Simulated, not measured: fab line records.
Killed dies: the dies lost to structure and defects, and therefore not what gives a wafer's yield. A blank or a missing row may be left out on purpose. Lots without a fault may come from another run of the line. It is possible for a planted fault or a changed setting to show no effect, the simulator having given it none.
2 desks looking at one fault ; flow sky130 ; each desk has only its own numbers; what lay behind them comes last

== FROM THE METROLOGY DESK ==
Lot by lot, what the gauges showed, no matter which tool ran the lot: averages of those sampled wafers that carry a number. A lot is out of limits, marked OUT, if its mean lies more than 4 standard deviations from the usual mean; the brackets give that distance.
Columns: A = SD_P_TW at SKY_SD_P_TW_MEAS_11, usual 2837; B = RES_XHIGH_TW at SKY_RES_XHIGH_TW_MEAS_09, usual 1649; C = METAL1_ALCU_THK at SKY_METAL1_THK_MEAS_06, usual 251.5 nm
lot;first seen here;A;B;C
L157;day 25 10:23;2839;1637;255.2
L158;day 25 19:13;2845;1638;253.5
L159;day 26 10:34;2820;1662;250.4
L161;day 27 04:05;2856;1624;252.7
L160;day 27 05:25;2813;1631;250.5
L163;day 27 09:59;2856;1654;253.6
L164;day 28 05:41;2817;1634;251.3
L166;day 28 11:34;2853;1658;251.8
L167;day 28 23:53;2844;1654;252.0
L169;day 29 21:01;2837;1648;248.3
L171;day 30 05:55;2858;1638;251.0
L178;day 32 05:07;2845;1649;255.0
L179;day 32 13:35;2833;1663;250.4
This desk's verdict: no lot among the 13 shows anything out of limits.

== TOOL OWNER'S DESK, litho_track-03 ==
The tool's own readings at SKY_CONTACT_COAT_09 (resist thk 450 nm): means of the sampled wafers that have a number, for each lot that ran on this tool. A lot is out of limits, marked OUT, if its mean lies more than 4 standard deviations from the usual mean; the brackets give that distance.
Columns: A = dispense_pressure_kPa at SKY_CONTACT_COAT_09, usual 46.6 kPa
lot;first seen here;A
L157;day 30 21:00;49.5
L166;day 33 19:00;49.5
L167;day 34 05:00;49.5
L169;day 35 04:00;49.4
This desk's verdict: no lot among the 4 shows anything out of limits.

== PUT TOGETHER ==
Metrology desk: nothing out of limits seen.
Nothing out of limits was seen by the tool owner's desk.

== WHAT WAS PUT IN BY THE SIMULATOR ==
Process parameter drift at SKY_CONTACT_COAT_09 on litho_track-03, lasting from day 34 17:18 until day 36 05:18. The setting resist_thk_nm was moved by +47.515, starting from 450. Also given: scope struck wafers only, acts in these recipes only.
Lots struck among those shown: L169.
